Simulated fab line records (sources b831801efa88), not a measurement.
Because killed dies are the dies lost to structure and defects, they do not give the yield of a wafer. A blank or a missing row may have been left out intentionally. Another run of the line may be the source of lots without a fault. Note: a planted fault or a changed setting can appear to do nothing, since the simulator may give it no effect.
Which tool did it? + flow sky130 + 6 lots with 18 wafers sampled at 2 steps, on a route of 708 steps

WHAT EACH GAUGE READ, for each wafer
SKY_VIA4_OVL_MEAS_11.
| lot  | measured     | on         | VIA4_OVL (nm)  |
|------|--------------|------------|----------------|
| L600 | day 44 15:45 | overlay-01 | 0.4 0.8 -0.1   |
| L601 | day 45 06:58 | overlay-01 | 2.2 3.0 2.2    |
| L606 | day 46 06:50 | overlay-01 | 2.6 0.8 2.0    |
| L611 | day 47 11:27 | overlay-01 | 2.2 1.1 2.0    |
| L614 | day 48 01:17 | overlay-02 | -0.7 -0.8 -2.8 |
| L620 | day 49 12:08 | overlay-01 | -0.3 0.1 -0.2  |

TOOL THAT RAN EACH LOT (tool first, then ch and the chambers of the sampled wafers, then the start)
| lot  | SKY_VIA4_CMP_02               |
|------|-------------------------------|
| L600 | cmp-02 ch 2,3, day 43 16:06   |
| L601 | cmp-02 ch 1,2, day 44 08:08   |
| L606 | cmp-02 ch 1,3, day 45 08:37   |
| L611 | cmp-01 ch 2,3, day 46 14:41   |
| L614 | cmp-01 ch 0,2,3, day 47 04:16 |
| L620 | cmp-01 ch 0,1,3, day 48 17:03 |
- SKY_VIA4_CMP_02: polishes SiO2.

THE ANSWER, worked out from the rows above alone
Rule: the usual values come from the lots themselves. The widest of any qualifying gaps counts: lots, ordered by their means at a reading, are off when they make up no more than a third of the lots, leave a main group of 4 or more, and stand apart from it by 3 or more times the standard deviation of that group's means. Not used: any main group whose means are identical at the precision the tables above print for the reading. A lot without any number at a reading at which 4 lots or more have one is off too. Where the step has rows for the other lots, those lots are counted as sound.
No lot is off on any of the readings shown, so nothing can be concluded from this.

WHAT WAS PUT IN BY THE SIMULATOR
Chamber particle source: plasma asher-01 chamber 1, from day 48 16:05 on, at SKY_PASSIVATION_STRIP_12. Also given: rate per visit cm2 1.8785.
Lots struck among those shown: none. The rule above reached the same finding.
